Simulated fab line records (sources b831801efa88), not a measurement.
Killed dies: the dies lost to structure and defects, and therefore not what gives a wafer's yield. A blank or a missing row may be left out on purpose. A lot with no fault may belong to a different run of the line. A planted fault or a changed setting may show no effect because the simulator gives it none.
A lot that was struck, set against a sound lot -- flow sfq_line -- 3 out of 325 route steps
Sound: these wafers, L718.3, L718.4, L718.6. Wafers struck: L728.1, L728.2, L728.5. The cause comes at the end.
Per side, at each step with rows, come the tool, then ch with its chambers, and then its first start. Under that, the readings that differ: sound wafers -- struck wafers -- difference of the means -- sigmas: that difference in standard deviations of wafers without a fault.
alike: words and numbers the same on both sides, and readings whose means are apart by under 2 such deviations; not compared: readings that were withheld, readings missing a value for some wafer, numbers with overlapping values and no deviation given by the record, and bounds like >300 which may hide the same value.
A row with sigmas, a row that says differs or no value, or rows on one side alone: a step with any of these is where the two part. When numbers do not overlap yet have no deviation, they are printed without sigmas and do not part them. A reading missing from all wafers of one side parts the sides only when that side holds two or more wafers.

SFQ_INCOMING_BOW_MEAS_900:
  sound on film_metro-03, day 2 06:02; struck on film_metro-02, day 4 08:00
  alike: INCOMING_BOW
SFQ_TRILAYER_INCOMING_OXIDATION_002: target thk 500 nm, ox time 4939 s.
  struck on furnace-02, day 4 08:07; sound on furnace-02 ch 0, day 2 06:07
  no value came back on the struck wafers for ox_temp_c (C), ox_temp_c_max, zone_power_bottom_pct (%), zone_power_upper_pct (%); on the sound wafers ox_temp_c (C) reads 1000.3 999.5 1000.3
SFQ_TRILAYER_L0_DEP_SPUTTER_003: material MoNx KI, target thk 40 nm, time 100 s.
  sound on pvd_sputter-03, day 2 08:29; struck on pvd_sputter-06, day 4 10:29
  alike: chamber_pressure_pa, throttle_valve_pct

WHERE THEY PART
SFQ_TRILAYER_INCOMING_OXIDATION_002 only, going by this record. Later steps at which nothing parts them and some readings are alike: SFQ_TRILAYER_L0_DEP_SPUTTER_003.

WHY: what the simulator had put in
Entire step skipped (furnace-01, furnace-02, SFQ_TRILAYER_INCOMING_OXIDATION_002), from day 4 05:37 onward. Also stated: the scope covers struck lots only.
